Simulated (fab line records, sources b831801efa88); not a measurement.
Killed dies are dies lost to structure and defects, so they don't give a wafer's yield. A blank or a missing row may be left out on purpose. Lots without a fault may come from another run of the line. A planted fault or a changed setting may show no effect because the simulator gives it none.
Which tool did it? | flow gf180mcu | 24 lots, 72 wafers sampled, at 4 steps of a route of 602

WHAT THE GAUGES READ, wafer by wafer
GF_STI_CD_MEAS_12: target cd 220 nm. Usual: cd_nm 220.3 nm, standard deviation 1.1.
lot  | measured    | on        | cd_nm (nm)        | flag
L074 | day 2 00:20 | cd_sem-02 | 222.7 222.1 220.8 |
L075 | day 2 07:39 | cd_sem-02 | 219.2 219.9 219.0 |
L076 | day 2 13:08 | cd_sem-01 | 221.5 222.1 220.5 |
L077 | day 2 17:20 | cd_sem-02 | 221.2 220.3 220.1 |
L078 | day 2 22:38 | cd_sem-02 | 218.2 219.8 218.8 |
L079 | day 3 06:20 | cd_sem-02 | 219.4 219.1 219.2 |
L080 | day 3 13:35 | cd_sem-02 | 222.0 220.8 220.7 |
L081 | day 3 13:39 | cd_sem-01 | 219.9 219.9 220.0 |
L082 | day 3 23:43 | cd_sem-02 | 220.1 220.4 219.4 |
L083 | day 3 23:47 | cd_sem-01 | 219.9 219.9 220.3 |
L084 | day 4 05:47 | cd_sem-01 | 220.1 220.5 219.7 |
L085 | day 4 10:35 | cd_sem-02 | 218.4 219.3 219.4 |
L086 | day 4 14:29 | cd_sem-02 | 219.9 221.5 220.9 |
L087 | day 4 21:28 | cd_sem-02 | 220.8 219.5 219.5 |
L088 | day 5 06:45 | cd_sem-02 | 219.7 219.1 220.2 |
L089 | day 5 07:23 | cd_sem-02 | 219.1 219.1 219.2 |
L090 | day 5 11:32 | cd_sem-02 | 219.7 219.5 218.7 |
L091 | day 5 16:26 | cd_sem-02 | 219.8 221.3 220.3 |
L092 | day 5 21:33 | cd_sem-01 | 221.5 220.8 220.6 |
L093 | day 6 04:05 | cd_sem-01 | 221.0 222.7 222.2 |
L094 | day 6 08:23 | cd_sem-01 | 220.4 221.3 221.5 |
L095 | day 6 14:01 | cd_sem-01 | 222.3 220.9 220.7 |
L096 | day 6 18:22 | cd_sem-01 | 219.5 218.6 220.0 |
L097 | day 7 00:23 | cd_sem-01 | 221.4 221.0 220.7 |

GF_V3_RS_MEAS_24: measures by four-point-probe. Usual: V3_W_RS 0.329 ohm/sq, standard deviation 0.0065.
lot  | measured     | on            | V3_W_RS (ohm/sq)  | flag
L074 | day 21 22:00 | film_metro-04 | 0.335 0.320 0.322 |
L075 | day 23 06:01 | film_metro-02 | 0.327 0.332 0.328 |
L076 | day 23 21:43 | film_metro-04 | 0.323 0.335 0.323 |
L077 | day 23 22:31 | film_metro-02 | 0.325 0.326 0.333 |
L078 | day 24 12:49 | film_metro-02 | 0.331 0.326 0.333 |
L079 | day 24 23:41 | film_metro-02 | 0.322 0.336 0.320 |
L080 | day 25 06:10 | film_metro-03 | 0.315 0.329 0.333 |
L081 | day 25 06:09 | film_metro-04 | 0.334 0.331 0.331 |
L082 | day 25 17:06 | film_metro-04 | 0.314 0.316 0.318 |
L083 | day 25 18:50 | film_metro-02 | 0.335 0.337 0.338 |
L084 | day 26 12:28 | film_metro-03 | 0.331 0.330 0.329 |
L085 | day 26 21:01 | film_metro-02 | 0.330 0.333 0.338 |
L086 | day 27 02:20 | film_metro-04 | 0.332 0.327 0.326 |
L087 | day 27 01:03 | film_metro-03 | 0.319 0.336 0.320 |
L088 | day 27 16:50 | film_metro-02 | 0.339 0.323 0.320 |
L089 | day 28 01:31 | film_metro-02 | 0.336 0.322 0.336 |
L090 | day 28 02:13 | film_metro-04 | 0.320 0.330 0.324 |
L091 | day 28 04:07 | film_metro-02 | 0.329 0.329 0.331 |
L092 | day 28 19:19 | film_metro-02 | 0.327 0.338 0.323 |
L093 | day 28 20:12 | film_metro-04 | 0.337 0.323 0.319 |
L094 | day 29 01:24 | film_metro-04 | 0.335 0.338 0.320 |
L095 | day 29 10:37 | film_metro-02 | 0.332 0.329 0.324 |
L096 | day 29 13:11 | film_metro-02 | 0.325 0.325 0.332 |
L097 | day 29 18:48 | film_metro-03 | 0.329 0.337 0.333 |

WHICH TOOL RAN EACH LOT (tool, then ch and the chambers of the sampled wafers, then the start)
lot  | GF_CONTACT_SPUTTER_22        | GF_M1_SPUTTER_04
L074 | pvd_sputter-04, day 15 14:04 | pvd_sputter-01, day 15 14:55
L075 | pvd_sputter-02, day 16 20:40 | pvd_sputter-01, day 16 21:31
L076 | pvd_sputter-04, day 17 12:09 | pvd_sputter-02, day 17 13:01
L077 | pvd_sputter-03, day 17 14:04 | pvd_sputter-02, day 17 14:56
L078 | pvd_sputter-04, day 18 04:38 | pvd_sputter-02, day 18 05:30
L079 | pvd_sputter-03, day 18 16:44 | pvd_sputter-01, day 18 17:36
L080 | pvd_sputter-03, day 18 23:53 | pvd_sputter-02, day 19 00:45
L081 | pvd_sputter-03, day 18 22:42 | pvd_sputter-02, day 18 23:34
L082 | pvd_sputter-03, day 19 13:21 | pvd_sputter-01, day 19 14:13
L083 | pvd_sputter-03, day 19 16:29 | pvd_sputter-03, day 19 17:21
L084 | pvd_sputter-04, day 20 10:07 | pvd_sputter-03, day 20 10:58
L085 | pvd_sputter-02, day 20 18:51 | pvd_sputter-03, day 20 19:43
L086 | pvd_sputter-04, day 21 02:16 | pvd_sputter-03, day 21 03:07
L087 | pvd_sputter-04, day 20 23:04 | pvd_sputter-02, day 20 23:56
L088 | pvd_sputter-02, day 21 20:19 | pvd_sputter-01, day 21 21:11
L089 | pvd_sputter-03, day 22 03:48 | pvd_sputter-01, day 22 04:40
L090 | pvd_sputter-04, day 22 05:42 | pvd_sputter-03, day 22 06:34
L091 | pvd_sputter-04, day 22 11:33 | pvd_sputter-01, day 22 12:25
L092 | pvd_sputter-03, day 23 00:08 | pvd_sputter-03, day 23 01:00
L093 | pvd_sputter-02, day 23 03:29 | pvd_sputter-03, day 23 04:21
L094 | pvd_sputter-04, day 23 10:50 | pvd_sputter-02, day 23 11:42
L095 | pvd_sputter-03, day 23 22:28 | pvd_sputter-03, day 23 23:37
L096 | pvd_sputter-02, day 24 00:02 | pvd_sputter-02, day 24 01:17
L097 | pvd_sputter-03, day 24 06:19 | pvd_sputter-01, day 24 07:22
- GF_CONTACT_SPUTTER_22: material Ti, target thk 15 nm, time 80.02 s.
- GF_M1_SPUTTER_04: material TiN, target thk 50 nm, time 41.7 s.

WHAT THE TOOLS THEMSELVES READ (means of the sampled wafers that have a number; where no wafer has one, the mark that the record gives instead)
GF_CONTACT_SPUTTER_22. Usual: throttle_valve_pct 29.8 %, standard deviation 1.
lot  | tool           | throttle_valve_pct (%) | flag
L074 | pvd_sputter-04 | 30.4                   |
L075 | pvd_sputter-02 | 30.7                   |
L076 | pvd_sputter-04 | 30.3                   |
L077 | pvd_sputter-03 | 29.2                   |
L078 | pvd_sputter-04 | 30.6                   |
L079 | pvd_sputter-03 | 30.2                   |
L080 | pvd_sputter-03 | 29.7                   |
L081 | pvd_sputter-03 | 30.2                   |
L082 | pvd_sputter-03 | 29.1                   |
L083 | pvd_sputter-03 | 29.8                   |
L084 | pvd_sputter-04 | 29.7                   |
L085 | pvd_sputter-02 | 30.1                   |
L086 | pvd_sputter-04 | 30.1                   |
L087 | pvd_sputter-04 | 29.7                   |
L088 | pvd_sputter-02 | 30.2                   |
L089 | pvd_sputter-03 | 28.8                   |
L090 | pvd_sputter-04 | 29.5                   |
L091 | pvd_sputter-04 | 29.6                   |
L092 | pvd_sputter-03 | 29.6                   |
L093 | pvd_sputter-02 | 31.0                   |
L094 | pvd_sputter-04 | 30.3                   |
L095 | pvd_sputter-03 | 29.9                   |
L096 | pvd_sputter-02 | 30.0                   |
L097 | pvd_sputter-03 | 28.8                   |

GF_M1_SPUTTER_04. Usual: throttle_valve_pct 29.8 %, standard deviation 1.1.
lot  | tool           | throttle_valve_pct (%) | flag
L074 | pvd_sputter-01 | 29.3                   |
L075 | pvd_sputter-01 | 29.8                   |
L076 | pvd_sputter-02 | 30.9                   |
L077 | pvd_sputter-02 | 30.5                   |
L078 | pvd_sputter-02 | 30.9                   |
L079 | pvd_sputter-01 | 29.3                   |
L080 | pvd_sputter-02 | 31.2                   |
L081 | pvd_sputter-02 | 29.8                   |
L082 | pvd_sputter-01 | 29.8                   |
L083 | pvd_sputter-03 | 29.0                   |
L084 | pvd_sputter-03 | 30.0                   |
L085 | pvd_sputter-03 | 30.3                   |
L086 | pvd_sputter-03 | 29.0                   |
L087 | pvd_sputter-02 | 30.5                   |
L088 | pvd_sputter-01 | 30.0                   |
L089 | pvd_sputter-01 | 29.9                   |
L090 | pvd_sputter-03 | 30.2                   |
L091 | pvd_sputter-01 | 29.1                   |
L092 | pvd_sputter-03 | 29.3                   |
L093 | pvd_sputter-03 | 30.2                   |
L094 | pvd_sputter-02 | 30.6                   |
L095 | pvd_sputter-03 | 29.6                   |
L096 | pvd_sputter-02 | 31.2                   |
L097 | pvd_sputter-01 | 30.0                   |

THE ANSWER, worked out from the rows above alone
Rule: a lot is off if the mean of its wafers that have a number lies more than 3 standard deviations from the usual mean. A lot without any number at a reading at which 4 lots or more have one is off too. The other lots that the step has rows for count as sound. The gauges are gone through in route order, then the tools' own readings, and for those a lot's mean is taken as printed above. The first step at which some lot is off is used, and at that step the reading that is off furthest; a lot without a number counts as furthest.
No lot is off at any reading shown: from this, nothing can be told.

WHAT THE SIMULATOR HAD PUT IN
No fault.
